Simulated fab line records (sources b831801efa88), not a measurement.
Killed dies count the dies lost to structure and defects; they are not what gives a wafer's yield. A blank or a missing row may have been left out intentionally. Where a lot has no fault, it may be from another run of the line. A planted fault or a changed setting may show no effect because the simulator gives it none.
Matching of chambers :: flow sky130 :: SKY_METAL3_ETCH_17 on rie_diel-03: 4 sister chambers
The step etches SiO2 in C4F8/O2/Ar, stops on TiN, time 3.9 s, target depth 15 nm. 20 wafers are shown with their chamber, then 10 later ones without.

== WAFERS PAIRED WITH THEIR CHAMBERS ==
wafer: L079.1
chamber: 1
oes_product_au (a.u.): 0.760

wafer: L079.2
chamber: 3
oes_product_au (a.u.): 0.743

wafer: L079.3
chamber: 2
oes_product_au (a.u.): 0.746

wafer: L079.4
chamber: 0
oes_product_au (a.u.): 0.758

wafer: L079.5
chamber: 0
oes_product_au (a.u.): 0.747

wafer: L079.6
chamber: 3
oes_product_au (a.u.): 0.754

wafer: L080.1
chamber: 3
oes_product_au (a.u.): 0.752

wafer: L080.4
chamber: 1
oes_product_au (a.u.): 0.759

wafer: L080.6
chamber: 0
oes_product_au (a.u.): 0.763

wafer: L083.1
chamber: 1
oes_product_au (a.u.): 0.758

wafer: L083.3
chamber: 2
oes_product_au (a.u.): 0.743

wafer: L083.5
chamber: 3
oes_product_au (a.u.): 0.763

wafer: L087.2
chamber: 0
oes_product_au (a.u.): 0.740

wafer: L087.5
chamber: 3
oes_product_au (a.u.): 0.758

wafer: L087.6
chamber: 2
oes_product_au (a.u.): 0.765

wafer: L089.1
chamber: 0
oes_product_au (a.u.): 0.762

wafer: L089.2
chamber: 2
oes_product_au (a.u.): 0.738

wafer: L089.4
chamber: 3
oes_product_au (a.u.): 0.760

wafer: L090.2
chamber: 3
oes_product_au (a.u.): 0.766

wafer: L090.4
chamber: 1
oes_product_au (a.u.): 0.751

SIGNATURES, as means of the wafers listed above
reading: oes_product_au
chamber 0: 0.75400
chamber 1: 0.75700
chamber 2: 0.74800
chamber 3: 0.75657
scatter within a chamber: 0.00877
Rule: for each reading, subtract the chamber's mean from the wafer's reading, divide by that reading's scatter and square the result; add these up over the readings and take the root, which gives the wafer's distance from the chamber. The wafer belongs to the nearest chamber; if the next one is less than 2 further off, it can't be placed. The scatter is the square root of a quotient: the sum, over the shown wafers, of each reading's squared deviation from its chamber's mean, divided by wafers minus chambers.

== WAFERS WHOSE CHAMBER IS MISSING ==
wafer: L090.6
oes_product_au (a.u.): 0.764

wafer: L094.1
oes_product_au (a.u.): 0.749

wafer: L094.2
oes_product_au (a.u.): 0.763

wafer: L094.3
oes_product_au (a.u.): 0.757

wafer: L094.4
oes_product_au (a.u.): 0.758

wafer: L094.5
oes_product_au (a.u.): 0.759

wafer: L094.6
oes_product_au (a.u.): 0.765

wafer: L096.1
oes_product_au (a.u.): 0.746

wafer: L096.3
oes_product_au (a.u.): 0.744

wafer: L096.5
oes_product_au (a.u.): 0.761

== EACH ONE'S CHAMBER ==
wafer: L090.6
from the rows above: can't be placed: 1 or 3 or 0 or 2
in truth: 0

wafer: L094.1
from the rows above: can't be placed: 2 or 0 or 3 or 1
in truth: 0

wafer: L094.2
from the rows above: can't be placed: 1 or 3 or 0 or 2
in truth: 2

wafer: L094.3
from the rows above: can't be placed: 1 or 3 or 0 or 2
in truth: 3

wafer: L094.4
from the rows above: can't be placed: 1 or 3 or 0 or 2
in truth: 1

wafer: L094.5
from the rows above: can't be placed: 1 or 3 or 0 or 2
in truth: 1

wafer: L094.6
from the rows above: can't be placed: 1 or 3 or 0 or 2
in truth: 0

wafer: L096.1
from the rows above: can't be placed: 2 or 0 or 3 or 1
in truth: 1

wafer: L096.3
from the rows above: can't be placed: 2 or 0 or 3 or 1
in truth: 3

wafer: L096.5
from the rows above: can't be placed: 1 or 3 or 0 or 2
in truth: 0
Placed correctly: 0 of 10. Unplaceable from these rows: 10, with the true chamber sitting among the candidates in 10. Wrongly placed: 0.
